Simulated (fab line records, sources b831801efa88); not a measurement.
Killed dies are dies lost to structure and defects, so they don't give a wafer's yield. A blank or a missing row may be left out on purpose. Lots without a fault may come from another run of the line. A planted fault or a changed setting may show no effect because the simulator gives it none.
Which tool did it? | flow gf180mcu | 6 lots, 18 wafers sampled, at 1 step of a route of 602

WHAT THE GAUGES READ, wafer by wafer
GF_STI_THK_MEAS_30.
lot  | measured    | on            | STI_OXIDATION_02_THK (nm)
L232 | day 2 21:12 | film_metro-01 | 10.15 10.36 10.20
L235 | day 3 12:50 | film_metro-01 | 10.16 10.37 10.24
L237 | day 4 01:39 | film_metro-03 | 10.34 10.39 10.36
L239 | day 4 10:04 | film_metro-02 | 10.20 10.40 10.28
L241 | day 4 20:24 | film_metro-02 | 10.10 10.17 10.08
L247 | day 6 02:55 | film_metro-03 | 10.35 10.27 10.40

WHICH TOOL RAN EACH LOT (tool, then ch and the chambers of the sampled wafers, then the start)
The record holds no process step before these readings.

THE ANSWER, worked out from the rows above alone
Rule: what is usual is taken from the lots themselves. Put in order of their means at a reading, lots are off if they are a third of the lots or fewer, leave a main group of 4 or more, and stand apart from it by a gap of 3 or more times the standard deviation of the main group's means; of several such gaps the widest counts. A main group whose means are all the same, to the digits that the tables above print for the reading, isn't used. A lot without any number at a reading at which 4 lots or more have one is off too. The other lots that the step has rows for count as sound.
No lot is off at any reading shown: from this, nothing can be told.

WHAT THE SIMULATOR HAD PUT IN
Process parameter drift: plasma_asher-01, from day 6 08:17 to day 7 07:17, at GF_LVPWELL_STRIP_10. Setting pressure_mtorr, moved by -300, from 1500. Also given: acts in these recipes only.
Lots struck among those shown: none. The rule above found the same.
